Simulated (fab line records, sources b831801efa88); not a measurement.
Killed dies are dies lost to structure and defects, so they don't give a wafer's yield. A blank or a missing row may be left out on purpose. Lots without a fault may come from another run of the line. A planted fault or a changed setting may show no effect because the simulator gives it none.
Which tool did it? | flow sfq_line | 15 lots, 45 wafers sampled, at 4 steps of a route of 325

WHAT THE GAUGES READ, wafer by wafer
SFQ_M8_OVL_MEAS_948. Usual: M8_OVL 2 nm, standard deviation 4.7.
lot  | measured     | on         | M8_OVL (nm) | flag
L809 | day 81 10:49 | overlay-02 | -4 4 -1     |
L810 | day 81 15:37 | overlay-02 | -5 -3 -1    |
L811 | day 81 17:59 | overlay-01 | 3 -1 -1     |
L812 | day 81 19:10 | overlay-01 | -5 -2 2     |
L814 | day 82 01:21 | overlay-01 | 0 -1 -9     |
L815 | day 82 04:47 | overlay-01 | -7 -6 -4    |
L817 | day 83 12:55 | overlay-01 | -3 1 3      |
L823 | day 85 04:04 | overlay-02 | 2 3 -1      |
L824 | day 87 11:13 | overlay-02 | -1 -1 2     |
L825 | day 87 23:02 | overlay-01 | -1 -2 5     |
L826 | day 88 04:53 | overlay-01 | 2 0 6       |
L828 | day 91 15:48 | overlay-01 | -1 -6 -1    |
L829 | day 91 20:36 | overlay-01 | -1 5 0      |
L830 | day 91 23:00 | overlay-01 | 8 10 6      |
L831 | day 92 00:12 | overlay-02 | 4 5 4       |

SFQ_M8_RS_MEAS_949: measures by four-point-probe. Usual: M8_AU_RS 0.1595 ohm/sq, standard deviation 0.0021.
lot  | measured     | on            | M8_AU_RS (ohm/sq)    | flag
L809 | day 81 11:38 | film_metro-01 | 0.1615 0.1601 0.1587 |
L810 | day 81 16:23 | film_metro-01 | 0.1602 0.1601 0.1625 |
L811 | day 81 18:49 | film_metro-01 | 0.1606 0.1604 0.1612 |
L812 | day 81 19:57 | film_metro-01 | 0.1594 0.1606 0.1593 |
L814 | day 82 02:53 | film_metro-04 | 0.1626 0.1621 0.1640 |
L815 | day 82 05:35 | film_metro-01 | 0.1593 0.1595 0.1602 |
L817 | day 83 13:43 | film_metro-04 | 0.1629 0.1608 0.1621 |
L823 | day 85 04:51 | film_metro-01 | 0.1584 0.1581 0.1592 |
L824 | day 87 12:02 | film_metro-04 | 0.1573 0.1569 0.1595 |
L825 | day 87 23:49 | film_metro-01 | 0.1603 0.1596 0.1596 |
L826 | day 88 05:40 | film_metro-04 | 0.1619 0.1585 0.1597 |
L828 | day 91 16:36 | film_metro-01 | 0.1570 0.1561 0.1578 |
L829 | day 91 21:28 | film_metro-01 | 0.1554 0.1543 0.1536 |
L830 | day 91 23:47 | film_metro-02 | 0.1590 0.1567 0.1572 |
L831 | day 92 01:04 | film_metro-04 | 0.1621 0.1624 0.1599 |

SFQ_M8_BOW_MEAS_951. Usual: M8_BOW 6 um, standard deviation 11.
lot  | measured     | on            | M8_BOW (um) | flag
L809 | day 81 11:59 | film_metro-02 | 6 4 20      |
L810 | day 81 16:45 | film_metro-02 | 6 0 -4      |
L811 | day 81 19:10 | film_metro-02 | 1 16 7      |
L812 | day 81 20:19 | film_metro-02 | 0 -3 -8     |
L814 | day 82 03:15 | film_metro-02 | -6 -1 2     |
L815 | day 82 05:57 | film_metro-01 | 3 13 10     |
L817 | day 83 14:04 | film_metro-02 | 6 11 3      |
L823 | day 85 05:23 | film_metro-04 | -24 -27 -26 |
L824 | day 87 12:23 | film_metro-02 | 2 6 6       |
L825 | day 88 00:10 | film_metro-04 | 22 16 12    |
L826 | day 88 06:01 | film_metro-01 | 18 18 18    |
L828 | day 91 16:57 | film_metro-04 | 8 0 6       |
L829 | day 91 21:49 | film_metro-04 | -4 -3 2     |
L830 | day 92 00:09 | film_metro-01 | 12 21 6     |
L831 | day 92 01:25 | film_metro-02 | 17 12 21    |

WHICH TOOL RAN EACH LOT (tool, then ch and the chambers of the sampled wafers, then the start)
lot  | SFQ_TRILAYER_I6_VIA_LITHO_COAT_169
L809 | litho_track-04 ch 0, day 72 13:51
L810 | litho_track-02 ch 0, day 72 16:09
L811 | litho_track-01 ch 0, day 72 19:49
L812 | litho_track-04 ch 0, day 72 22:40
L814 | litho_track-04 ch 0, day 73 07:43
L815 | litho_track-02 ch 0, day 73 11:22
L817 | litho_track-04 ch 0, day 74 17:34
L823 | litho_track-04 ch 0, day 76 19:54
L824 | litho_track-04 ch 0, day 77 00:59
L825 | litho_track-04 ch 0, day 77 06:53
L826 | litho_track-01 ch 0, day 77 10:51
L828 | litho_track-01 ch 0, day 78 03:56
L829 | litho_track-02 ch 0, day 78 08:44
L830 | litho_track-01 ch 0, day 78 11:41
L831 | litho_track-01 ch 0, day 78 14:44
- SFQ_TRILAYER_I6_VIA_LITHO_COAT_169: resist thk 650 nm.

WHAT THE TOOLS THEMSELVES READ (means of the sampled wafers that have a number; where no wafer has one, the mark that the record gives instead)
SFQ_TRILAYER_I6_VIA_LITHO_COAT_169. Usual: chill_plate_temp_C 23.00 C, standard deviation 0.1; spin_speed_rpm 3000.0 rpm, standard deviation 2.
lot  | tool           | chill_plate_temp_C (C) | spin_speed_rpm (rpm) | flag
L809 | litho_track-04 | 23.12                  | 3001.1               |
L810 | litho_track-02 | 23.08                  | 2999.8               |
L811 | litho_track-01 | 23.01                  | 2999.5               |
L812 | litho_track-04 | 23.09                  | 2998.5               |
L814 | litho_track-04 | 23.13                  | 3003.8               |
L815 | litho_track-02 | 22.97                  | 3000.3               |
L817 | litho_track-04 | 22.94                  | 2998.3               |
L823 | litho_track-04 | 23.03                  | 2693.8               | OFF
L824 | litho_track-04 | 23.01                  | 2690.7               | OFF
L825 | litho_track-04 | 22.93                  | 2695.5               | OFF
L826 | litho_track-01 | 23.02                  | 3000.4               |
L828 | litho_track-01 | 23.10                  | 3000.7               |
L829 | litho_track-02 | 22.85                  | 3000.9               |
L830 | litho_track-01 | 22.95                  | 2999.4               |
L831 | litho_track-01 | 23.06                  | 2999.0               |

THE ANSWER, worked out from the rows above alone
Rule: a lot is off if the mean of its wafers that have a number lies more than 3 standard deviations from the usual mean. A lot without any number at a reading at which 4 lots or more have one is off too. The other lots that the step has rows for count as sound. The gauges are gone through in route order, then the tools' own readings, and for those a lot's mean is taken as printed above. The first step at which some lot is off is used, and at that step the reading that is off furthest; a lot without a number counts as furthest.
Off: L823, L824, L825, at SFQ_TRILAYER_I6_VIA_LITHO_COAT_169 (spin_speed_rpm).
A tool fits if, at that step or a process step before it, it ran every lot that is off, and no sound lot after the first of them. One fits: litho_track-04 at SFQ_TRILAYER_I6_VIA_LITHO_COAT_169. Its last sound lot is L817 (day 74 17:34), its first lot that is off L823 (day 76 19:54): a fault that began between those two fits.
The tool's own readings at SFQ_TRILAYER_I6_VIA_LITHO_COAT_169 bear it out: on the lots that are off they differ by more than 5 times the standard deviation of the sound lots' means. spin_speed_rpm reads 2693.3 rpm there against 3000.1 rpm on the sound lots.

WHAT THE SIMULATOR HAD PUT IN
Process parameter drift: litho_track-04, from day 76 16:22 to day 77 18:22, at SFQ_TRILAYER_I6_VIA_LITHO_COAT_169. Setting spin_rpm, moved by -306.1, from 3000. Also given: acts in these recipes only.
Lots struck among those shown: L823, L824, L825. The rule above found the same.
